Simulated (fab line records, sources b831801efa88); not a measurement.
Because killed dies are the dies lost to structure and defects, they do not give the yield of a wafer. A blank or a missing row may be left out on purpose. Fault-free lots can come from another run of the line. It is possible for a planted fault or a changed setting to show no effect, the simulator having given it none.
Struck lot and sound lot, side by side	flow sky130	15 steps out of a route of 708
Sound: the wafers L128.4, L128.5, L128.6. Struck: wafer L133.1; the same lot's L133.4 was not struck, so it is left out; see the end for the cause.
At each step with rows: each side's tool, then ch and its chambers, then its first start. Under that, the readings that differ: sound wafers	struck wafers	difference of the means	sigmas: that difference in standard deviations of wafers without a fault.
alike: same words and numbers on both sides, and readings whose means sit less than 2 such deviations apart. not compared: any withheld reading, any reading some wafer has no value for, any bound like >300 that may hide the same value, and any number with overlapping values for which the record gives no deviation.
A row with sigmas, a row that says differs or no value, or rows on one side alone: a step with any of these is where the two part. Numbers that have no deviation but don't overlap get no sigmas and don't part them. A reading missing from all wafers of one side parts the sides only when that side holds two or more wafers.

SKY_METAL5_SPUTTER_03: material Ti, target thk 5 nm, time 3.3 s.
  struck on pvd_sputter-01, day 47 12:41; sound on pvd_sputter-01, day 45 20:07
  alike: throttle_valve_pct
SKY_METAL5_SPUTTER_04: material TiN, target thk 70 nm, time 58.3 s.
  struck on pvd_sputter-01, day 47 12:42; sound on pvd_sputter-01, day 45 20:08
  alike: throttle_valve_pct
SKY_METAL5_RS_MEAS_05: a four-point-probe measurement.
  struck on film_metro-04, day 47 12:49; sound on film_metro-04, day 45 20:14
  alike: METAL5_ALCU_RS
SKY_METAL5_THK_MEAS_06: measures by xrf.
  struck on film_metro-04, day 47 12:56; sound on film_metro-04, day 45 20:19
  alike: METAL5_ALCU_THK
then, 7 steps without rows for these wafers: SKY_METAL5_DEHYDRATE_07 (time 60 s); SKY_METAL5_HMDS_08 (prime time 60 s); SKY_METAL5_COAT_09 (resist thk 1800 nm); SKY_METAL5_SOFTBAKE_10 (time 60 s); SKY_METAL5_EXPOSE_11 (exposes mask MM5, target cd 1600 nm); SKY_METAL5_PEB_12; SKY_METAL5_DEVELOP_13 (develop time 60 s).
SKY_METAL5_DESCUM_14: chemistry O2, time 11 s.
  sound on rie_metal-03 ch 0,1, day 46 17:57; struck on rie_metal-03 ch 1, day 48 08:58
reading	sound	struck	difference	sigmas
rf_hours_counter_h (h)	- - -	27	no value on the sound wafers	
  alike: drypump_motor_current_A, he_backside_leak_sccm, oes_product_au
SKY_METAL5_METAL_ETCH_15: etches the open film in Cl2/BCl3, stops on SiO2, target depth 1260 nm, time 252 s.
  sound on rie_metal-03 ch 0,1, day 46 18:03; struck on rie_metal-03 ch 1, day 48 08:59
reading	sound	struck	difference	sigmas
over_etch_frac	0.2 0.2 0.2	0.18547	-0.01453	
rf_hours_counter_h (h)	- - -	27	no value on the sound wafers	
  alike: drypump_motor_current_A, he_backside_leak_sccm, oes_product_au, throttle_valve_pct
SKY_METAL5_STRIP_16: strips in O2/N2.
  sound on plasma_asher-04 ch 0,1, day 46 18:14; struck on plasma_asher-04 ch 0, day 48 09:14
reading	sound	struck	difference	sigmas
rf_hours_counter_h (h)	- - -	7	no value on the sound wafers	
  alike: drypump_motor_current_A, oes_product_au, strip_time_to_endpoint_s
SKY_PAD_OPEN_PROBE_99:
  struck on prober-01, day 50 01:50; sound on prober-02, day 48 14:06
  alike: defect_limited_yield, killed_at_M0_to_M3, killed_at_M4_up, killed_at_contacts, killed_at_front_end, killed_at_other, killed_dies, killed_open, killed_short, sort_bin_3_pad_short, sort_bin_5_function, sort_bin_6_memory, sort_n_pass, sort_yield_pct

== WHERE THEY PART ==
Earliest at SKY_METAL5_DESCUM_14; latest, in this record, at SKY_METAL5_STRIP_16. Later steps at which nothing parts them and some readings are alike: SKY_PAD_OPEN_PROBE_99.

WHY: what the simulator had put in
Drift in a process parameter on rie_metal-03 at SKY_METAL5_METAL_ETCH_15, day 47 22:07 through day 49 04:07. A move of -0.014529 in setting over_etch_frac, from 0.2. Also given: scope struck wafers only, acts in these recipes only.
